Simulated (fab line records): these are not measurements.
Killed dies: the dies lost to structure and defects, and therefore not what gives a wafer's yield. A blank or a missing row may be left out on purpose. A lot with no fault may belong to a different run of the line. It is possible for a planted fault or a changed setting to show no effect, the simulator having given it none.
Problem report in the 8D (eight disciplines) form, filled by code ; flow sfq-line ; the parts of the form that need people (team, actions taken, sign-off) are left out

## 1. THE PROBLEM
On 2 wafers of 1 lot, oes-product-au at SFQ_TRILAYER_M5_ETCH_METAL_ETCH_126 has a mean of 0.915 a.u.; fault-free wafers read 0.729 a.u., standard deviation 0.0063. That puts it +30 standard deviations away from the usual mean.
The step: etches Nb in Cl2/BCl3, stops on SiO2, time 203.2 s, target depth 265 nm.
The first sign was on wafer L476.1 at day 65 18:11, on rie-metal-04. The record holds 39 wafers of 13 lots with a number at this step. The rule behind "out" and "out of limits": a value lying over 4 standard deviations away from the usual mean. The rest of the wafers with a number are treated as sound.

## 2. WHAT IT IS, AND WHAT IT ISN'T
question;is;is not
which readings at this step;oes-product-au;chamber-pressure-mTorr, drypump-motor-current-A, he-backside-leak-sccm
which lots;L476;L466, L468, L469, L471, L473, L474, L475, L482, L484, L485, L487, L488
which wafers of those lots;L476.1, L476.5;L476.6
read on which tools;rie-metal-04;rie-metal-01, rie-metal-03
when;from day 65 18:11;"up to then (22 sound wafers); but 15 sound wafers of L482, L484, L485, L487, L488 came after"

## 3. SUSPECTS, AND WHAT RULES EACH OUT
Counting: if a tool at a process step up to the reading ran every lot that is out, it stays a suspect. Sound lots after the first of them don't rule it out here, since some wafers of a struck lot are sound.
- rie-metal-04 at SFQ_TRILAYER_M4_STRIP_STRIP_097 (strips in O2): kept. It ran the lot that is out, L476 (day 53 11:11).
- rie-diel-02 at SFQ_TRILAYER_I4_VIA_ETCH_VIA_ETCH_106 (etches SiO2 in CHF3, stops on Nb, target depth 260 nm): kept. The lot that is out, L476, ran on it at day 59 10:37; the last sound lot it ran before that was L475, at day 58 13:01.
- pvd-sputter-03 at SFQ_TRILAYER_JJ_TRILAYER_DEP_SPUTTER_109 (material Nb, target thk 150 nm, time 100 s): kept. The lot that is out, L476, ran on it at day 59 11:32; the last sound lot it ran before that was L473, at day 57 18:36.
- rie-metal-04 at SFQ_TRILAYER_M5_ETCH_METAL_ETCH_126 (etches Nb in Cl2/BCl3, stops on SiO2, time 203.2 s, target depth 265 nm): kept. The lot that is out, L476, ran on it at day 65 18:11; the last sound lot it ran before that was L475, at day 64 06:15. Its own readings are out on those wafers: oes-product-au.
Left after counting: rie-metal-04 at SFQ_TRILAYER_M4_STRIP_STRIP_097, rie-diel-02 at SFQ_TRILAYER_I4_VIA_ETCH_VIA_ETCH_106, pvd-sputter-03 at SFQ_TRILAYER_JJ_TRILAYER_DEP_SPUTTER_109, rie-metal-04 at SFQ_TRILAYER_M5_ETCH_METAL_ETCH_126.

## 4. THE CAUSE (what the simulator had put in)
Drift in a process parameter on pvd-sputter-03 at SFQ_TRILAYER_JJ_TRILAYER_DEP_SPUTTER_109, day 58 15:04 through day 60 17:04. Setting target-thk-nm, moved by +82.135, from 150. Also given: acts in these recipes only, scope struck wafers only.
This tool is one of the 4 suspects left after counting.

## 5. SEQUENCE OF EFFECTS, ordered by route
One row per reading whose mean, taken over the struck wafers that have a number, lies over 3 standard deviations from the usual. Only readings for which the record gives a usual standard deviation are gone through. hours: the time from each lot's start at the first step in this table that gives one to its start at this step, as a median over the lots. sigmas: the change in usual standard deviations.
hours;step;reading;usual;on struck wafers;change;sigmas
0;SFQ_TRILAYER_M5_ETCH_METAL_ETCH_126;oes-product-au;0.729 a.u.;0.915;+0.186;+30
Here are the process steps it includes:
- SFQ_TRILAYER_M5_ETCH_METAL_ETCH_126: etches Nb in Cl2/BCl3, stops on SiO2, time 203.2 s, target depth 265 nm.

## 6. HOW IT WOULD HAVE BEEN CAUGHT EARLIER
The fault began at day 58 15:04; the first out-of-limits reading in this record came at day 65 18:11, 171 hours later.
An alarm limit of 4 standard deviations would not have fired on the tool readings at SFQ_TRILAYER_JJ_TRILAYER_DEP_SPUTTER_109 for which the record gives a usual standard deviation, since none of them was out on any struck wafer.
Lots out: 1; all had begun SFQ_TRILAYER_JJ_TRILAYER_DEP_SPUTTER_109 on pvd-sputter-03 by day 65 18:11. Tool hold at that time: it would have spared none of them.
